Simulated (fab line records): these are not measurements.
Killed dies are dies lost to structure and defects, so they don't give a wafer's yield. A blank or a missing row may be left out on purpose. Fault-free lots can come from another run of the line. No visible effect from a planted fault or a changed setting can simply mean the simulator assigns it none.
A single fault, viewed from 2 desks ; flow sky130 ; every desk sees just its own numbers, and what lay behind them comes last

== THE TOOL OWNER'S DESK: pvd-sputter-04 ==
The tool's own readings at SKY_METAL1_SPUTTER_04 (material TiN, target thk 70 nm, time 58.3 s): means of the sampled wafers that have a number, for each lot that ran on this tool. The brackets show how far a lot's mean lies from the usual mean; more than 4 standard deviations puts the lot out of limits, marked OUT.
Columns: A = throttle-valve-pct at SKY_METAL1_SPUTTER_04, usual 30.1 %
lot;first seen here;A
L667;day 32 13:58;32.0
L675;day 35 14:31;31.2
L679;day 37 04:18;31.3
Finding of this desk: none of the 3 lots has anything out of limits.

== METROLOGY DESK ==
What the gauges read for every lot (on any tool): the sampled wafers with a number, averaged. The brackets show how far a lot's mean lies from the usual mean; more than 4 standard deviations puts the lot out of limits, marked OUT.
Columns: A = CONTACT_W_RS at SKY_CONTACT_RS_MEAS_25, usual 0.337 ohm/sq; B = CONTACT_W_THK at SKY_CONTACT_THK_MEAS_26, usual 351 nm; C = METAL1_ALCU_RS at SKY_METAL1_RS_MEAS_05, usual 0.1269 ohm/sq; D = METAL1_ALCU_THK at SKY_METAL1_THK_MEAS_06, usual 252 nm; E = cd-nm at SKY_METAL1_CD_MEAS_15, usual 140.3 nm; F = METAL1_OVL at SKY_METAL1_OVL_MEAS_16, usual -1 nm
lot;first seen here;A;B;C;D;E;F
L667;day 32 13:24;0.340;346;0.1272;251;140.4;-15
L670;day 34 17:30;0.340;345;0.1271;253;140.8;2
L675;day 35 13:57;0.330;352;0.1266;248;137.6;0
L679;day 37 03:47;0.342;338;0.1257;249;143.3;2
L682;day 37 14:45;0.341;359;0.1264;254;139.1;-3
L684;day 37 19:34;0.337;355;0.1297;248;139.5;-4
Finding of this desk: none of the 6 lots has anything out of limits.

== TAKEN TOGETHER ==
The desk of the tool owner found nothing out of limits.
Nothing out of limits was seen by the metrology desk.

== WHAT THE SIMULATOR HAD INSERTED ==
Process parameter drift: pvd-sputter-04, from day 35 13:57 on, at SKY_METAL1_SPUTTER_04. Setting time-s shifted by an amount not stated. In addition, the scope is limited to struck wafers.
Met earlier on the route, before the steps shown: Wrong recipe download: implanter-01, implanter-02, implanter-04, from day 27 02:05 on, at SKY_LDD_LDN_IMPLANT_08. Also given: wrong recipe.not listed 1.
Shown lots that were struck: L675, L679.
